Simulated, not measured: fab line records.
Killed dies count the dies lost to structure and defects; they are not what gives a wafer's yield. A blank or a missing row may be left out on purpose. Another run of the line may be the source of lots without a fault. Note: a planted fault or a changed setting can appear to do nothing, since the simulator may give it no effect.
fab line records ; flow sky130
record: lots: 13; wafers: 39; last-day: 50
route steps=708 shown SD_P@327 LI_CONTACT@365 PAD_OPEN@708
lots that met no fault: taken from a fault-free run of the same line
start-h: hours from the record's first day to the start of the lot's first wafer shown ; wait-h: hours from the lot's prior step to this one ; " repeats the value in the row above ; L1.1+2: a row that stands for several wafers ; - no value, or no start given ; * or withheld: withheld ; < > ~ a bound
route shown NAME@n: NAME is a module with steps in the file, n the number in the route of the first one ; usual: mean and standard deviation over wafers with no fault ; same: alike in all rows ; chamber/n: place in a boat ; sites: the reading at each site ; _std_site: standard deviation across them ; _edge_site: inner sites' mean taken away from outer sites' mean ; radius-mm: how far each site lies from the wafer's centre ; mask NAME#n: copy n ; behind: the tool/chamber that last shaped the wafer ; hold: what put the lot on hold/how long, in hours/how the hold closed ; device: whichever transistor did not switch (one of n, p or np) ; end of line: the route-end tests of the same wafers ; for a step that has no rows: nothing shown but its recipe ; killed: the dies lost at the first sort to structure and to defects; this is not the yield of the wafer ; map: per-die view of a wafer (x killed, . not killed, _ where there is no die)
set.NAME: the setting as run; set.NAME@STEP: as run at that earlier step ; model.NAME: the simulator's own value behind a step, which no gauge read
steps of the route over a sample of lots; a table a step, a row a wafer
services: from which hour (start-h, from the record's first day; less than 0 if before it) a tool's chamber was out of use, for how many hours, and why
== steps ==
step: SKY_SD_P_CD_MEAS_07
recipe: target-cd-nm: 380
usual: cd-nm: 380.5/2.3
lot.wafer;tool;chamber;start-h;wait-h;cd-nm
L912.2;cd-sem-02;-;589.73;0.1;379.8
L912.5;cd-sem-02;-;589.73;0.1;381.3
L912.6;cd-sem-02;-;589.73;0.1;382.0
L914.2;cd-sem-01;-;610.35;0.1;384.1
L914.4;cd-sem-01;-;610.35;0.1;385.0
L914.5;cd-sem-01;-;610.35;0.1;384.0
L915.1;cd-sem-01;-;616.76;0.1;382.1
L915.3;cd-sem-01;-;616.76;0.1;383.4
L915.5;cd-sem-01;-;616.76;0.1;378.7
L919.1;cd-sem-01;-;659.13;0.2;379.0
L919.5;cd-sem-01;-;659.13;0.2;377.7
L919.6;cd-sem-01;-;659.13;0.2;379.2
L921.2;cd-sem-02;-;668.38;0.1;381.8
L921.4;cd-sem-02;-;668.38;0.1;381.8
L921.5;cd-sem-02;-;668.38;0.1;380.7
L923.2;cd-sem-01;-;687.10;0.1;382.6
L923.3;cd-sem-01;-;687.10;0.1;379.1
L923.6;cd-sem-01;-;687.10;0.1;383.6
L924.2;cd-sem-01;-;691.35;0.1;383.9
L924.3;cd-sem-01;-;691.35;0.1;382.0
L924.4;cd-sem-01;-;691.35;0.1;381.9
L927.1;cd-sem-01;-;716.73;0.1;377.7
L927.2;cd-sem-01;-;716.73;0.1;378.2
L927.3;cd-sem-01;-;716.73;0.1;378.2
L928.2;cd-sem-02;-;727.38;0.1;376.2
L928.4;cd-sem-02;-;727.38;0.1;377.8
L928.5;cd-sem-02;-;727.38;0.1;377.3
L929.3;cd-sem-02;-;734.82;0.1;381.2
L929.4;cd-sem-02;-;734.82;0.1;382.3
L929.5;cd-sem-02;-;734.82;0.1;379.8
L930.1;cd-sem-02;-;753.94;0.1;384.4
L930.2;cd-sem-02;-;753.94;0.1;379.6
L930.5;cd-sem-02;-;753.94;0.1;380.3
L933.4;cd-sem-02;-;765.52;0.1;380.9
L933.5;cd-sem-02;-;765.52;0.1;380.8
L933.6;cd-sem-02;-;765.52;0.1;382.5
L934.2;cd-sem-02;-;768.15;0.1;381.3
L934.3;cd-sem-02;-;768.15;0.1;380.5
L934.5;cd-sem-02;-;768.15;0.1;379.8
step: SKY_LI_CONTACT_BOW_MEAS_03
recipe: mode: bow
usual: LI_CONTACT_BOW: 55/6.8
lot.wafer;tool;chamber;start-h;wait-h;LI_CONTACT_BOW[um]
L912.2;film-metro-04;-;650.11;0.1;68
L912.5;film-metro-04;-;650.11;0.1;67
L912.6;film-metro-04;-;650.11;0.1;54
L914.2;film-metro-02;-;669.75;0.3;68
L914.4;film-metro-02;-;669.75;0.3;56
L914.5;film-metro-02;-;669.75;0.3;57
L915.1;film-metro-01;-;676.15;0.2;66
L915.3;film-metro-01;-;676.15;0.2;57
L915.5;film-metro-01;-;676.15;0.2;63
L919.1;film-metro-02;-;718.65;0.2;54
L919.5;film-metro-02;-;718.65;0.2;54
L919.6;film-metro-02;-;718.65;0.2;55
L921.2;film-metro-02;-;727.51;0.1;49
L921.4;film-metro-02;-;727.51;0.1;52
L921.5;film-metro-02;-;727.51;0.1;48
L923.2;film-metro-04;-;745.97;0.2;47
L923.3;film-metro-04;-;745.97;0.2;48
L923.6;film-metro-04;-;745.97;0.2;48
L924.2;film-metro-02;-;750.06;0.1;55
L924.3;film-metro-02;-;750.06;0.1;61
L924.4;film-metro-02;-;750.06;0.1;60
L927.1;film-metro-04;-;774.04;0.2;52
L927.2;film-metro-04;-;774.04;0.2;63
L927.3;film-metro-04;-;774.04;0.2;60
L928.2;film-metro-01;-;785.43;0.1;64
L928.4;film-metro-01;-;785.43;0.1;60
L928.5;film-metro-01;-;785.43;0.1;59
L929.3;film-metro-04;-;792.96;0.3;54
L929.4;film-metro-04;-;792.96;0.3;56
L929.5;film-metro-04;-;792.96;0.3;51
L930.1;film-metro-04;-;810.41;0.1;54
L930.2;film-metro-04;-;810.41;0.1;49
L930.5;film-metro-04;-;810.41;0.1;64
L933.4;film-metro-04;-;822.40;0.2;50
L933.5;film-metro-04;-;822.40;0.2;57
L933.6;film-metro-04;-;822.40;0.2;48
L934.2;film-metro-02;-;825.26;0.2;49
L934.3;film-metro-02;-;825.26;0.2;50
L934.5;film-metro-02;-;825.26;0.2;49
step: SKY_LI_CONTACT_STRIP_16
recipe: chemistry: O2/N2; power-w: 1400; pressure-mtorr: 1500; platen-temp-c: withheld; o2-flow-sccm: 3000; n2-flow-sccm: 300; overash-fraction: 0.5
usual: chamber-pressure-mTorr: 1500.1/1.3; drypump-motor-current-A: 6.0/0.35; oes-product-au: 0.375/0.0048; strip-time-to-endpoint-s: 3.50/0.032
lot.wafer;tool;chamber;start-h;wait-h;chamber-pressure-mTorr;drypump-motor-current-A;oes-product-au;rf-hours-counter-h;strip-time-to-endpoint-s
L912.2;plasma-asher-01;0;678.52;-;1498.1;6.3;0.376;56;3.50
L912.5;plasma-asher-01;0;678.52;-;1500.7;6.3;0.377;-;3.56
L912.6;plasma-asher-01;1;678.52;-;1499.1;6.5;0.374;-;3.55
L914.2;plasma-asher-01;1;698.85;-;1501.5;6.5;0.378;59;3.54
L914.4;plasma-asher-01;1;698.85;-;1499.8;6.5;0.371;-;3.48
L914.5;plasma-asher-01;1;698.85;-;1500.7;6.6;0.376;-;3.51
L915.1;plasma-asher-01;1;704.87;-;1500.0;6.5;0.374;59;3.53
L915.3;plasma-asher-01;0;704.87;-;1501.8;6.3;0.378;-;3.51
L915.5;plasma-asher-01;0;704.87;-;1500.6;6.3;0.375;-;3.58
L919.1;plasma-asher-02;1;746.52;-;1499.4;6.0;0.380;0;3.54
L919.5;plasma-asher-02;0;746.52;-;1501.8;5.6;0.376;-;3.46
L919.6;plasma-asher-02;1;746.52;-;1501.0;6.0;0.367;-;3.53
L921.2;plasma-asher-03;1;755.97;-;1499.8;5.9;0.388;96;3.55
L921.4;plasma-asher-03;1;755.97;-;1499.1;5.9;0.374;-;3.49
L921.5;plasma-asher-03;0;755.97;-;1497.9;5.5;0.378;-;3.53
L923.2;plasma-asher-03;1;773.77;-;1499.4;5.9;0.376;98;3.48
L923.3;plasma-asher-03;1;773.77;-;1502.2;5.9;0.372;-;3.46
L923.6;plasma-asher-03;0;773.77;-;1498.1;5.5;0.362;-;3.50
L924.2;plasma-asher-03;1;778.40;-;1500.2;5.9;0.376;98;3.57
L924.3;plasma-asher-03;0;778.40;-;1497.9;5.5;0.375;-;3.50
L924.4;plasma-asher-03;1;778.40;-;1501.4;5.9;0.370;-;3.52
L927.1;plasma-asher-01;1;802.02;-;1500.0;6.5;0.377;69;3.48
L927.2;plasma-asher-01;0;802.02;-;1502.0;6.3;0.379;69;3.47
L927.3;plasma-asher-01;1;802.02;-;1497.8;6.5;0.380;-;3.51
L928.2;plasma-asher-01;0;813.10;-;-;-;-;-;-
L928.4;plasma-asher-01;1;813.10;-;-;-;-;-;-
L928.5;plasma-asher-01;0;813.10;-;-;-;-;-;-
L929.3;plasma-asher-02;0;821.25;-;-;-;-;-;-
L929.4;plasma-asher-02;1;821.25;-;-;-;-;-;-
L929.5;plasma-asher-02;1;821.25;-;-;-;-;-;-
L930.1;plasma-asher-02;1;838.87;-;-;-;-;-;-
L930.2;plasma-asher-02;0;838.87;-;-;-;-;-;-
L930.5;plasma-asher-02;0;838.87;-;-;-;-;-;-
L933.4;plasma-asher-03;0;849.65;-;1501.1;5.5;0.375;-;3.53
L933.5;plasma-asher-03;0;849.65;-;1500.5;5.5;0.371;-;3.49
L933.6;plasma-asher-03;1;849.65;-;1502.6;5.9;0.381;-;3.54
L934.2;plasma-asher-03;0;852.52;-;1502.5;5.5;0.375;106;3.54
L934.3;plasma-asher-03;1;852.52;-;1499.8;6.0;0.367;-;3.50
L934.5;plasma-asher-03;0;852.52;-;1498.5;5.5;0.381;-;3.55
step: SKY_LI_CONTACT_SPUTTER_19
recipe: material: Ti; target-thk-nm: 20; chamber-pressure-pa: 5; power-w: 2500; substrate-temp-c: 200; time-s: 106.37
usual: throttle-valve-pct: 29.7/0.92
lot.wafer;tool;chamber;start-h;wait-h;throttle-valve-pct
L912.2;pvd-sputter-03;-;678.81;0.0;31.1
L912.5;pvd-sputter-03;-;678.81;0.0;31.0
L912.6;pvd-sputter-03;-;678.81;0.0;29.0
L914.2;pvd-sputter-01;-;699.16;0.0;29.4
L914.4;pvd-sputter-01;-;699.16;0.0;30.7
L914.5;pvd-sputter-01;-;699.16;0.0;30.8
L915.1;pvd-sputter-02;-;705.18;0.0;29.1
L915.3;pvd-sputter-02;-;705.18;0.0;28.2
L915.5;pvd-sputter-02;-;705.18;0.0;28.1
L919.1;pvd-sputter-02;-;746.83;0.0;30.1
L919.5;pvd-sputter-02;-;746.83;0.0;30.3
L919.6;pvd-sputter-02;-;746.83;0.0;28.9
L921.2;pvd-sputter-02;-;756.28;0.0;28.2
L921.4;pvd-sputter-02;-;756.28;0.0;30.3
L921.5;pvd-sputter-02;-;756.28;0.0;30.6
L923.2;pvd-sputter-02;-;774.06;0.0;29.0
L923.3;pvd-sputter-02;-;774.06;0.0;30.2
L923.6;pvd-sputter-02;-;774.06;0.0;29.0
L924.2;pvd-sputter-01;-;778.69;0.0;28.6
L924.3;pvd-sputter-01;-;778.69;0.0;29.3
L924.4;pvd-sputter-01;-;778.69;0.0;30.5
L927.1;pvd-sputter-03;-;802.33;0.0;30.3
L927.2;pvd-sputter-03;-;802.33;0.0;31.1
L927.3;pvd-sputter-03;-;802.33;0.0;29.0
L928.2;pvd-sputter-03;-;813.39;0.0;29.0
L928.4;pvd-sputter-03;-;813.39;0.0;30.7
L928.5;pvd-sputter-03;-;813.39;0.0;31.2
L929.3;pvd-sputter-01;-;821.57;0.0;29.3
L929.4;pvd-sputter-01;-;821.57;0.0;30.5
L929.5;pvd-sputter-01;-;821.57;0.0;30.8
L930.1;pvd-sputter-02;-;839.16;0.0;29.5
L930.2;pvd-sputter-02;-;839.16;0.0;28.2
L930.5;pvd-sputter-02;-;839.16;0.0;29.1
L933.4;pvd-sputter-03;-;849.91;0.0;31.0
L933.5;pvd-sputter-03;-;849.91;0.0;28.9
L933.6;pvd-sputter-03;-;849.91;0.0;31.1
L934.2;pvd-sputter-01;-;852.81;0.0;30.0
L934.3;pvd-sputter-01;-;852.81;0.0;29.4
L934.5;pvd-sputter-01;-;852.81;0.0;30.7
step: SKY_PAD_OPEN_PROBE_99
usual: killed_at_M0_to_M3: 42/6.6; killed_at_M4_up: 3.1/1.9; killed-at-contacts: 25/5.7; killed-at-front-end: 16/5; killed-at-other: 0.2/0.38; killed-dies: 86/9.6; killed-on-rim: 16/4; killed-open: 47/7.2; killed-short: 39/6.2
same: gross-dies: 492; killed-at-back-side: 0
lot.wafer;tool;chamber;start-h;wait-h;killed_at_M0_to_M3;killed_at_M4_up;killed-at-contacts;killed-at-front-end;killed-at-other;killed-dies;killed-on-rim;killed-open;killed-short
L912.2;prober-02;-;1082.60;0.1;48;3;19;11;0;81;10;56;25
L912.5;prober-02;-;1082.75;0.2;31;5;23;13;0;72;16;47;25
L912.6;prober-02;-;1082.80;0.2;53;1;20;12;1;87;17;57;30
L915.1;prober-01;-;1099.93;0.1;44;4;24;14;0;86;15;50;36
L915.3;prober-01;-;1100.03;0.2;33;3;29;20;0;85;17;38;47
L915.5;prober-01;-;1100.13;0.2;39;0;40;21;0;100;24;57;43
L919.1;prober-01;-;1128.58;0.1;39;0;25;11;0;75;16;48;27
L919.5;prober-01;-;1128.78;0.2;46;3;23;14;0;86;13;48;38
L919.6;prober-01;-;1128.83;0.2;45;2;27;11;1;86;18;45;41
L921.2;prober-01;-;1136.84;0.1;47;4;17;12;0;80;20;40;40
L921.4;prober-01;-;1136.94;0.2;53;4;33;16;0;106;25;61;45
L921.5;prober-01;-;1136.99;0.2;30;1;32;17;0;80;16;46;34
L923.2;prober-01;-;1149.18;0.1;43;6;25;14;1;89;15;49;40
L923.3;prober-01;-;1149.23;0.2;48;0;15;18;1;82;17;37;45
L923.6;prober-01;-;1149.38;0.2;47;4;21;19;0;91;19;43;48
L927.1;prober-01;-;1167.74;0.1;38;4;22;19;0;83;18;47;36
L927.2;prober-01;-;1167.79;0.1;37;2;19;11;0;69;15;35;34
L927.3;prober-01;-;1167.84;0.2;51;1;29;15;0;96;26;50;46
L928.2;prober-02;-;1177.10;0.1;44;2;439;6;1;492;96;48;36
L928.4;prober-02;-;1177.20;0.2;35;2;444;11;0;492;96;40;38
L928.5;prober-02;-;1177.25;0.2;57;3;423;9;0;492;96;54;41
L929.3;prober-01;-;1178.76;0.2;51;2;424;15;0;492;96;46;42
L929.4;prober-01;-;1178.81;0.2;50;8;424;10;0;492;96;44;41
L929.5;prober-01;-;1178.86;0.2;39;2;425;26;0;492;96;44;42
L930.1;prober-02;-;1189.76;0.1;53;3;421;14;1;492;96;60;41
L930.2;prober-02;-;1189.81;0.1;48;1;432;11;0;492;96;51;33
L930.5;prober-02;-;1189.96;0.2;47;1;437;7;0;492;96;46;36
killed by level:class
L912.2 VIA1:geometric-particle:open=16 CONTACT:geometric-particle:open=10 VIA3:geometric-particle:open=8 FIELD_ISO:geometric-particle:open=7 METAL2:geometric-particle:short=6 LI_CONTACT:geometric-particle:open=4 METAL1:geometric-particle:short=4 VIA2:geometric-particle:open=4
L912.5 LI_CONTACT:geometric-particle:open=9 VIA2:geometric-particle:open=9 CONTACT:geometric-particle:open=8 VIA1:geometric-particle:open=7 FIELD_ISO:geometric-particle:open=4 METAL4:geometric-particle:short=4 VIA3:geometric-particle:open=4 FIELD_ISO:geometric-particle:short=3
L912.6 VIA1:geometric-particle:open=17 VIA2:geometric-particle:open=10 CONTACT:geometric-particle:open=8 VIA3:geometric-particle:open=8 VIA1:geometric-particle:short=7 FIELD_ISO:geometric-particle:short=6 LI_CONTACT:geometric-particle:open=6 METAL1:geometric-particle:short=5
L915.1 VIA1:geometric-particle:open=10 CONTACT:geometric-particle:open=10 METAL1:geometric-particle:short=8 VIA2:geometric-particle:open=7 VIA3:geometric-particle:open=5 FIELD_ISO:geometric-particle:open=4 POLY_GATE:geometric-particle:open=4 LI_CONTACT:geometric-particle:open=4
L915.3 CONTACT:geometric-particle:open=9 CONTACT:geometric-particle:short=7 FIELD_ISO:geometric-particle:short=6 LI_CONTACT:geometric-particle:open=6 FIELD_ISO:geometric-particle:open=5 METAL1:geometric-particle:short=5 VIA2:geometric-particle:open=4 LOCAL_INTERCONNECT:geometric-particle:short=4
L915.5 LI_CONTACT:geometric-particle:open=14 VIA1:geometric-particle:open=12 CONTACT:geometric-particle:open=11 CONTACT:geometric-particle:short=8 POLY_GATE:geometric-particle:short=6 VIA2:geometric-particle:open=6 POLY_GATE:geometric-particle:open=5 VIA3:geometric-particle:short=5
L919.1 LI_CONTACT:geometric-particle:open=10 VIA1:geometric-particle:open=8 VIA3:geometric-particle:open=7 METAL1:geometric-particle:short=6 VIA2:geometric-particle:open=6 LI_CONTACT:geometric-particle:short=5 CONTACT:geometric-particle:open=5 FIELD_ISO:geometric-particle:short=4
L919.5 VIA3:geometric-particle:open=10 METAL1:geometric-particle:short=10 LI_CONTACT:geometric-particle:open=9 VIA2:geometric-particle:open=6 CONTACT:geometric-particle:short=6 CONTACT:geometric-particle:open=6 METAL2:geometric-particle:short=6 VIA1:geometric-particle:open=5
L919.6 LI_CONTACT:geometric-particle:open=11 VIA1:geometric-particle:open=10 METAL1:geometric-particle:short=10 METAL2:geometric-particle:short=7 LI_CONTACT:geometric-particle:short=6 CONTACT:geometric-particle:open=6 FIELD_ISO:geometric-particle:short=5 VIA2:geometric-particle:open=5
L921.2 VIA3:geometric-particle:open=9 METAL1:geometric-particle:short=8 VIA1:geometric-particle:open=8 CONTACT:geometric-particle:short=7 FIELD_ISO:geometric-particle:short=6 CONTACT:geometric-particle:open=5 VIA1:geometric-particle:short=4 METAL3:geometric-particle:short=4
L921.4 VIA1:geometric-particle:open=17 CONTACT:geometric-particle:open=10 LI_CONTACT:geometric-particle:open=8 LOCAL_INTERCONNECT:geometric-particle:short=8 POLY_GATE:geometric-particle:open=6 METAL3:geometric-particle:short=5 METAL1:geometric-particle:short=5 VIA2:geometric-particle:open=5
L921.5 CONTACT:geometric-particle:open=13 VIA1:geometric-particle:open=9 METAL1:geometric-particle:short=8 CONTACT:geometric-particle:short=5 LOCAL_INTERCONNECT:geometric-particle:short=5 POLY_GATE:geometric-particle:short=4 POLY_GATE:geometric-particle:open=4 VIA2:geometric-particle:open=4
L923.2 LI_CONTACT:geometric-particle:open=12 VIA1:geometric-particle:open=10 METAL2:geometric-particle:short=8 CONTACT:geometric-particle:open=6 METAL1:geometric-particle:short=6 POLY_GATE:geometric-particle:open=5 LOCAL_INTERCONNECT:geometric-particle:short=5 VIA3:geometric-particle:open=5
L923.3 METAL1:geometric-particle:short=11 VIA1:geometric-particle:open=10 FIELD_ISO:geometric-particle:short=7 METAL2:geometric-particle:short=7 CONTACT:geometric-particle:short=6 VIA3:geometric-particle:open=6 FIELD_ISO:geometric-particle:open=4 LI_CONTACT:geometric-particle:open=4
L923.6 VIA1:geometric-particle:open=10 METAL1:geometric-particle:short=8 LI_CONTACT:geometric-particle:open=6 VIA2:geometric-particle:open=6 FIELD_ISO:geometric-particle:short=5 POLY_GATE:geometric-particle:short=5 CONTACT:geometric-particle:open=5 CONTACT:geometric-particle:short=5
L927.1 CONTACT:geometric-particle:open=8 POLY_GATE:geometric-particle:open=6 LI_CONTACT:geometric-particle:open=6 VIA1:geometric-particle:open=6 LOCAL_INTERCONNECT:geometric-particle:short=5 METAL1:geometric-particle:short=5 VIA2:geometric-particle:open=5 POLY_GATE:geometric-particle:short=4
L927.2 VIA1:geometric-particle:open=13 VIA1:geometric-particle:short=6 METAL2:geometric-particle:short=6 CONTACT:geometric-particle:open=5 LI_CONTACT:geometric-particle:short=4 CONTACT:geometric-particle:short=4 FIELD_ISO:geometric-particle:short=3 LI_CONTACT:geometric-particle:open=3
L927.3 CONTACT:geometric-particle:open=12 VIA1:geometric-particle:open=12 METAL2:geometric-particle:short=8 CONTACT:geometric-particle:short=7 LI_CONTACT:geometric-particle:open=6 VIA1:geometric-particle:short=6 POLY_GATE:geometric-particle:open=5 VIA2:geometric-particle:open=5
L928.2 LI_CONTACT:area-sputter=408 CONTACT:geometric-particle:open=15 METAL1:geometric-particle:short=11 VIA1:geometric-particle:open=10 LI_CONTACT:geometric-particle:short=5 VIA2:geometric-particle:open=5 VIA3:geometric-particle:open=5 LI_CONTACT:geometric-particle:open=4
L928.4 LI_CONTACT:area-sputter=414 LI_CONTACT:geometric-particle:open=9 CONTACT:geometric-particle:open=7 VIA2:geometric-particle:open=7 VIA1:geometric-particle:open=6 METAL2:geometric-particle:short=6 FIELD_ISO:geometric-particle:short=5 CONTACT:geometric-particle:short=5
L928.5 LI_CONTACT:area-sputter=397 VIA1:geometric-particle:open=12 VIA3:geometric-particle:open=10 CONTACT:geometric-particle:open=9 LI_CONTACT:geometric-particle:open=8 VIA2:geometric-particle:open=8 LOCAL_INTERCONNECT:geometric-particle:short=6 VIA1:geometric-particle:short=6
L929.3 LI_CONTACT:area-sputter=404 VIA1:geometric-particle:open=16 VIA3:geometric-particle:open=10 CONTACT:geometric-particle:open=8 CONTACT:geometric-particle:short=7 METAL2:geometric-particle:short=7 POLY_GATE:geometric-particle:short=6 FIELD_ISO:geometric-particle:short=5
L929.4 LI_CONTACT:area-sputter=407 CONTACT:geometric-particle:open=10 VIA3:geometric-particle:open=8 VIA2:geometric-particle:open=8 METAL4:geometric-particle:short=7 VIA1:geometric-particle:open=7 METAL2:geometric-particle:short=7 METAL3:geometric-particle:short=5
L929.5 LI_CONTACT:area-sputter=406 VIA1:geometric-particle:open=9 FIELD_ISO:geometric-particle:open=8 METAL2:geometric-particle:short=8 CONTACT:geometric-particle:open=6 FIELD_ISO:geometric-particle:short=5 LI_CONTACT:geometric-particle:open=5 METAL1:geometric-particle:short=4
L930.1 LI_CONTACT:area-sputter=391 CONTACT:geometric-particle:open=15 VIA1:geometric-particle:open=14 VIA2:geometric-particle:open=8 METAL2:geometric-particle:short=7 LI_CONTACT:geometric-particle:open=6 VIA3:geometric-particle:open=6 FIELD_ISO:geometric-particle:open=5
L930.2 LI_CONTACT:area-sputter=408 VIA1:geometric-particle:open=15 CONTACT:geometric-particle:open=8 VIA2:geometric-particle:open=7 CONTACT:geometric-particle:short=6 LOCAL_INTERCONNECT:geometric-particle:short=5 METAL1:geometric-particle:short=5 VIA1:geometric-particle:short=5
L930.5 LI_CONTACT:area-sputter=410 LI_CONTACT:geometric-particle:open=10 CONTACT:geometric-particle:open=10 VIA3:geometric-particle:open=8 METAL2:geometric-particle:short=7 METAL1:geometric-particle:short=6 VIA1:geometric-particle:open=6 VIA2:geometric-particle:open=6
== services ==
tool;chamber;start-h;hours;kind
plasma-asher-01;-;671.89;0.4;repair
pvd-sputter-01;-;686.95;0.5;repair
pvd-sputter-02;2;707.06;-;consumable-replace:kit
pvd-sputter-02;2;707.06;18.0;scheduled-down
pvd-sputter-02;2;707.06;18.0;vent-cycle
plasma-asher-01;-;727.87;5.4;repair
plasma-asher-03;-;728.32;3.5;repair
plasma-asher-02;-;733.75;9.0;pm
plasma-asher-02;0;733.75;9.0;vent-cycle
plasma-asher-02;1;733.75;9.0;vent-cycle
plasma-asher-02;0;742.75;-;clean
plasma-asher-02;1;742.75;-;clean
pvd-sputter-02;-;770.07;2.0;repair
plasma-asher-02;-;772.40;2.8;repair
plasma-asher-03;-;789.14;1.6;repair
pvd-sputter-01;-;791.37;15.1;repair
pvd-sputter-01;-;795.19;0.5;repair
pvd-sputter-03;-;827.06;14.2;repair
pvd-sputter-01;2;829.80;-;consumable-replace:kit
pvd-sputter-01;2;829.80;18.0;scheduled-down
pvd-sputter-01;2;829.80;18.0;vent-cycle
pvd-sputter-03;-;834.33;1.8;repair
pvd-sputter-03;-;844.26;2.0;repair
pvd-sputter-03;-;852.36;2.8;repair
== key ==
first-sign: step: SKY_LI_CONTACT_STRIP_16; reading: tool-record; direction: missing
effect: step: SKY_PAD_OPEN_PROBE_99; reading: killed-at-contacts; direction: up; sigmas: 71; usual: 25; struck: 430
more-kills-born-at: SKY_LI_CONTACT_SPUTTER_19@pvd-sputter-03: 1219; SKY_LI_CONTACT_SPUTTER_19@pvd-sputter-01: 1217; SKY_LI_CONTACT_SPUTTER_19@pvd-sputter-02: 1209
met-at SKY_LI_CONTACT_STRIP_16
struck-lots L928,L929,L930
later-rows-left-out L928.2,L928.4,L928.5,L929.3,L929.4,L929.5,L930.1,L930.2,L930.5
tester-left-out L928,L929,L930
not-acting-at SKY_SD_P_CD_MEAS_07,SKY_LI_CONTACT_BOW_MEAS_03,SKY_LI_CONTACT_SPUTTER_19
onset-between 802.02 813.10
fault: kind: skipped-step-whole; tool: plasma-asher-01,plasma-asher-02; chamber: -; onset-h: 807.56; steps: SKY_LI_CONTACT_STRIP_16; scope: struck-lots-only
tester-left-out: of these lots the tester's yield and bins aren't shown, on N5 and GAA mostly nor the transistor test; their killed dies are dies lost to structure and defects alone, not to doping, threshold or leakage, so they don't give the yield
later-rows-left-out: the simulator's readings of these wafers behind a module that went badly wrong aren't trusted and aren't shown, but for the sort
